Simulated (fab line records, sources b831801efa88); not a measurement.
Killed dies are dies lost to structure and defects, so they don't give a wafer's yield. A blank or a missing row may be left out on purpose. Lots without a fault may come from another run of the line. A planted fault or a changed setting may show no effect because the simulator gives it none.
fab line records | flow sfq_line
record lots=14 wafers=42 last_day=86
route steps=325 shown L0V@23 M0@41 I2@115 A5B@210
lots that met no fault: from a run of the same line without faults
start_h: hours from the record's first day to the start of the lot's first wafer shown | wait_h: hours since the lot's step before | " the same as in the row above | L1.1+2: a row that stands for several wafers | - no value, or no start given | * or withheld: withheld | < > ~ a bound
route shown NAME@n: a module of which the file shows steps, and the number in the route of the first | usual: mean/standard deviation of fault-free wafers | same: alike in all rows | chamber/n: place in a boat | sites: the reading at each site | _std_site: their standard deviation | _edge_site: outer sites' mean less inner sites' | radius_mm: how far each site lies from the wafer's centre | mask NAME#n: copy n | behind: the tool/chamber that last shaped the wafer | hold: why the lot was held/for how many hours/how that ended | device: the transistor (n, p or np) that didn't switch | end of line: the same wafers' tests at the end of the route | a step without rows: its recipe alone | killed: dies lost to structure and defects at the first sort, not the wafer's yield | map: a wafer's dies, x killed, . not, _ none there
set.NAME: the setting as run; set.NAME@STEP: as run at that earlier step | model.NAME: the simulator's own value behind a step, which no gauge read
steps of the route over a sample of lots; a table a step, a row a wafer
services: from which hour (start_h, from the record's first day; less than 0 if before it) a tool's chamber was out of use, for how many hours, and why
## steps
# step SFQ_L0V_OVL_MEAS_903
# usual L0V_OVL=0/5
# columns lot.wafer tool chamber start_h wait_h L0V_OVL[nm]
L738.1 overlay-01 - 141.23 0.1 0
L738.2 " - " " -4
L738.3 " - " " 0
L739.2 overlay-01 - 153.24 0.1 12
L739.4 " - " " 12
L739.6 " - " " 6
L740.1 overlay-01 - 157.20 0.1 -3
L740.2 " - " " 1
L740.4 " - " " 0
L741.1 overlay-01 - 174.22 0.1 8
L741.3 " - " " -2
L741.6 " - " " 2
L742.1 overlay-02 - 185.25 0.1 1
L742.2 " - " " 1
L742.5 " - " " -1
L743.1 overlay-01 - 190.05 0.1 -1
L743.3 " - " " -5
L743.4 " - " " 3
L745.1 overlay-02 - 197.25 0.1 2
L745.4 " - " " -5
L745.6 " - " " 4
L747.1 overlay-02 - 204.85 0.1 -6
L747.2 " - " " 9
L747.3 " - " " -2
L748.2 overlay-01 - 209.66 0.1 -3
L748.3 " - " " 0
L748.6 " - " " -4
L753.2 overlay-02 - 244.90 0.1 -1
L753.4 " - " " -3
L753.6 " - " " 0
L755.2 overlay-02 - 278.38 0.1 10
L755.4 " - " " 7
L755.6 " - " " 5
L758.1 overlay-02 - 309.40 0.1 1
L758.2 " - " " -1
L758.5 " - " " -5
L760.2 overlay-02 - 325.92 0.1 -1
L760.4 " - " " -1
L760.5 " - " " 1
L761.2 overlay-02 - 333.12 0.1 -2
L761.3 " - " " -2
L761.6 " - " " -2
# step SFQ_TRILAYER_M0_STRIP_STRIP_025
# recipe gas=O2 power_w=200 platen_temp_c=40 overash_fraction=0.65 chemistry=O2 pressure_mtorr=50
# usual drypump_motor_current_A=5.8/0.47 he_backside_leak_sccm=3.45/0.2 oes_product_au=1.003/0.011 platen_temp_c=39.99/0.12
# columns lot.wafer tool chamber start_h wait_h drypump_motor_current_A he_backside_leak_sccm oes_product_au platen_temp_c rf_hours_counter_h
L738.1 rie_metal-03 1 233.29 0.2 6.6 3.68 1.012 39.93 99
L738.2 " 1 " " 6.6 3.76 0.999 39.93 -
L738.3 " 1 " " 6.6 3.69 1.008 40.06 -
L739.2 rie_metal-03 1 247.51 0.1 6.6 3.44 0.998 40.02 102
L739.4 " 0 " " 6.2 3.44 1.006 39.84 -
L739.6 " 0 " " 6.2 3.27 1.015 40.11 -
L740.1 rie_metal-02 0 254.13 0.1 5.4 3.18 0.981 39.76 54
L740.2 " 1 " " 6.2 3.28 1.008 39.93 79
L740.4 " 1 " " 6.2 3.35 1.015 39.94 -
L741.1 rie_metal-01 1 275.18 0.2 5.3 3.44 0.980 40.05 3
L741.3 " 1 " " 5.3 3.45 0.988 39.99 -
L741.6 " 1 " " 5.3 3.49 0.986 39.81 -
L742.1 rie_metal-02 0 284.59 0.1 5.5 3.35 1.002 39.99 58
L742.2 " 1 " " 6.2 3.45 0.996 40.28 83
L742.5 " 1 " " 6.2 3.44 1.008 40.16 -
L743.1 rie_metal-03 1 294.02 0.1 6.6 3.44 1.001 39.90 110
L743.3 " 1 " " 6.6 3.37 1.010 40.11 -
L743.4 " 0 " " 6.2 3.47 1.000 40.11 -
L745.1 rie_metal-01 1 307.22 0.1 5.3 3.31 0.987 40.09 10
L745.4 " 0 " " 5.6 3.43 1.018 40.07 -
L745.6 " 0 " " 5.6 3.64 1.017 40.03 -
L747.1 rie_metal-02 0 322.54 0.1 5.4 3.49 0.990 39.97 64
L747.2 " 1 " " 6.2 3.76 1.007 39.79 90
L747.3 " 0 " " 5.4 3.60 0.990 40.08 -
L748.2 rie_metal-01 0 327.34 0.1 5.6 4.04 1.020 39.90 180
L748.3 " 0 " " 5.6 4.04 1.014 39.95 -
L748.6 " 0 " " 5.5 3.77 1.016 40.09 -
L753.2 rie_metal-02 1 374.24 0.1 6.2 3.32 1.020 39.89 97
L753.4 " 1 " " 6.2 3.35 1.003 39.90 -
L753.6 " 1 " " 6.2 3.33 1.010 39.93 -
L755.2 rie_metal-03 1 411.44 0.1 6.6 3.59 1.008 40.08 124
L755.4 " 0 " " 6.2 3.61 1.009 40.01 -
L755.6 " 0 " " 6.2 3.67 1.001 39.97 -
L758.1 rie_metal-01 0 450.47 0.2 5.6 3.67 1.007 40.04 9
L758.2 " 0 " " 5.5 3.47 1.005 39.90 -
L758.5 " 0 " " 5.6 3.62 1.000 40.04 -
L760.2 rie_metal-02 0 469.61 0.1 5.4 3.27 0.998 40.00 83
L760.4 " 0 " " 5.4 3.21 0.995 40.14 -
L760.5 " 0 " " 5.4 3.48 0.992 40.10 -
L761.2 rie_metal-01 1 478.01 0.1 5.3 3.52 0.993 40.10 29
L761.3 " 1 " " 5.3 3.42 0.992 40.11 -
L761.6 " 0 " " 5.6 3.58 1.009 39.99 -
# step SFQ_TRILAYER_I2_VIA_ETCH_VIA_ETCH_070
# recipe target=SiO2 stop_on=Nb mask_material=PR taper_deg=20 chemistry=CHF3 target_depth_nm=260 source_w=500 bias_w=80 pressure_mtorr=30 time_s=withheld
# usual drypump_motor_current_A=5.5/0.34 oes_product_au=0.854/0.0059 rf_fwd_power_W=498.5/1.6
# columns lot.wafer tool chamber start_h wait_h drypump_motor_current_A oes_product_au rf_fwd_power_W
L738.1 rie_diel-03 1 810.76 0.0 4.8 0.848 498.6
L738.2 " 0 " " 5.8 0.853 501.7
L738.3 " 3 " " 5.1 0.853 499.6
L739.2 rie_diel-01 0 813.76 0.0 5.1 0.852 499.8
L739.4 " 2 " " 5.4 0.840 499.3
L739.6 " 1 " " 5.6 0.855 497.6
L740.1 rie_diel-02 0 816.76 0.0 5.5 0.861 500.8
L740.2 " 2 " " 5.5 0.849 499.2
L740.4 " 1 " " 5.8 0.861 497.2
L741.1 rie_diel-01 1 819.16 0.0 5.6 0.860 496.6
L741.3 " 3 " " 5.6 0.853 498.7
L741.6 " 1 " " 5.5 0.854 495.7
L742.1 rie_diel-02 0 821.50 0.0 5.5 0.851 497.4
L742.2 " 2 " " 5.5 0.855 497.4
L742.5 " 3 " " 5.8 0.858 497.3
L743.1 rie_diel-01 1 825.10 0.0 5.6 0.862 498.4
L743.3 " 3 " " 5.6 0.859 497.2
L743.4 " 0 " " 5.1 0.855 496.5
L745.1 rie_diel-01 1 827.50 0.0 5.6 0.863 497.3
L745.4 " 0 " " 5.1 0.851 498.1
L745.6 " 2 " " 5.4 0.841 497.4
L747.1 rie_diel-02 0 833.50 0.0 5.5 0.853 498.6
L747.2 " 3 " " 5.8 0.858 500.2
L747.3 " 1 " " 5.8 0.856 498.7
L748.2 rie_diel-01 3 936.26 0.0 5.6 0.848 497.9
L748.3 " 1 " " 5.5 0.852 499.2
L748.6 " 1 " " 5.6 0.861 500.6
L753.2 rie_diel-01 2 1001.02 0.0 5.4 0.850 498.2
L753.4 " 3 " " 5.7 0.864 498.4
L753.6 " 1 " " 5.6 0.853 498.9
L755.2 rie_diel-02 2 1010.02 0.0 5.5 0.848 499.3
L755.4 " 3 " " 5.8 0.856 496.5
L755.6 " 1 " " 5.8 0.860 499.3
L758.1 rie_diel-02 2 1072.23 0.0 5.6 0.853 497.4
L758.2 " 0 " " 5.5 0.863 497.3
L758.5 " 1 " " 5.8 0.862 499.8
L760.2 rie_diel-03 2 1093.60 0.0 6.1 0.855 496.4
L760.4 " 1 " " 4.8 0.854 498.7
L760.5 " 2 " " 6.1 0.854 496.9
L761.2 rie_diel-01 2 1109.32 0.0 5.4 0.852 501.4
L761.3 " 1 " " 5.6 0.847 495.3
L761.6 " 3 " " 5.6 0.842 496.3
# step SFQ_TRILAYER_A5B_CMP_CMP_130
# recipe stop_on=Nb down_force_psi=3 platen_rpm=60 target_thk_nm=340.7
# usual motor_current_A=10.0/0.57 platen_rpm=60.00/0.04 slurry_filter_dp_kPa=13.49/0.13
# columns lot.wafer tool chamber start_h wait_h motor_current_A platen_rpm slurry_filter_dp_kPa
L738.3 cmp-02 3 1240.36 2.9 9.7 60.01 13.20
L738.2 " 1 1241.36 3.9 9.8 60.01 13.37
L738.1 " 2 " " 10.7 60.02 13.20
L739.2 cmp-02 1 1246.86 4.5 9.7 60.02 13.38
L739.4 " 3 1247.86 5.4 9.6 60.01 13.47
L739.6 " 0 " " 9.5 60.05 13.80
L740.2 cmp-01 3 1251.98 7.2 8.9 59.99 13.58
L740.1 " 0 " " 11.3 59.99 13.64
L740.4 " 2 1253.48 8.7 10.5 60.02 13.45
L742.1 cmp-01 0 1258.98 5.8 10.4 59.97 13.39
L742.2 " 2 1259.98 6.8 10.1 60.02 13.49
L742.5 " 1 1261.48 8.3 9.9 60.03 13.55
L741.1 cmp-02 0 1259.36 7.4 9.1 60.01 13.50
L741.3 " 1 " " 9.9 59.99 13.23
L741.6 " 2 " " 10.0 59.94 13.42
L743.4 cmp-01 3 1267.98 8.8 9.3 59.98 13.36
L743.1 " 0 " " 10.8 60.04 13.60
L743.3 " 1 " " 9.8 60.12 13.52
L745.1 cmp-02 3 1280.36 14.0 9.7 60.02 13.66
L745.4 " 0 " " 9.4 59.97 13.44
L745.6 " 2 1281.86 15.4 10.8 60.01 13.59
L747.3 cmp-02 3 1415.05 2.8 9.8 60.02 13.59
L747.1 " 0 " " 9.2 60.05 13.40
L747.2 " 1 " " 9.5 60.06 13.43
L748.2 cmp-02 3 1441.01 0.0 9.5 66.00 13.61
L748.3 " 2 1442.51 1.5 10.5 66.02 13.59
L748.6 " 3 " " 9.4 65.99 13.53
L753.4 cmp-02 1 1465.15 11.2 10.1 66.02 13.45
L753.2 " 2 " " 10.9 66.10 13.44
L753.6 " 0 1466.65 12.7 10.2 66.08 13.35
L755.4 cmp-01 2 1470.06 12.1 9.9 59.99 13.59
L755.2 " 3 " " 9.4 59.95 13.49
L755.6 " 0 " " 10.4 60.07 13.53
L758.2 cmp-01 1 1482.06 15.4 10.2 60.01 13.36
L758.1 " 2 " " 10.4 60.01 13.79
L758.5 " 0 1483.56 16.8 11.1 60.04 13.57
L760.4 cmp-01 3 1487.06 9.5 10.0 60.00 13.23
L760.2 " 0 " " 10.4 59.95 13.39
L760.5 " 0 1489.56 12.0 10.9 59.96 13.52
L761.3 cmp-02 0 1521.03 9.6 9.7 60.05 13.65
L761.2 " 1 " " 10.4 59.99 13.45
L761.6 " 2 " " 10.4 59.99 13.88
## services
# columns tool chamber start_h hours kind
cmp-02 - 293.40 1.1 repair
cmp-02 - 327.23 0.7 repair
cmp-02 - 347.01 5.6 pm
cmp-02 - 353.64 1.2 repair
cmp-02 - 409.35 4.0 pm
cmp-02 - 423.12 4.5 repair
cmp-02 - 516.14 2.0 repair
cmp-02 - 626.38 3.4 repair
cmp-02 - 705.73 2.8 repair
cmp-02 - 705.89 2.3 repair
cmp-02 - 716.01 4.8 pm
cmp-02 - 739.64 0.4 repair
cmp-02 - 752.12 4.0 pm
cmp-02 - 831.10 1.3 repair
cmp-02 - 832.39 5.8 pm
cmp-02 - 881.55 4.2 repair
cmp-02 - 895.39 21.6 repair
cmp-02 - 1059.85 2.7 repair
cmp-02 - 1090.80 4.9 pm
cmp-02 - 1095.68 4.0 pm
cmp-02 - 1137.66 2.8 repair
cmp-02 - 1211.62 13.2 pm
cmp-02 - 1435.68 4.0 pm
cmp-02 - 1444.01 10.5 pm
## key
first_sign step=SFQ_TRILAYER_A5B_CMP_CMP_130 reading=platen_rpm direction=up sigmas=99+ usual=60.00 struck=66.03
effect none on later readings
met_at SFQ_TRILAYER_A5B_CMP_CMP_130
struck_lots L748,L753
not_acting_at SFQ_L0V_OVL_MEAS_903,SFQ_TRILAYER_M0_STRIP_STRIP_025,SFQ_TRILAYER_I2_VIA_ETCH_VIA_ETCH_070
onset_between 1415.05 1441.01
fault kind=process_parameter_drift tool=cmp-02 chamber=- onset_h=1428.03 steps=SFQ_TRILAYER_A5B_CMP_CMP_130 channel=platen_rpm offset=6 shape=step end_h=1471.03 acts_in=these_recipes_only stated=60
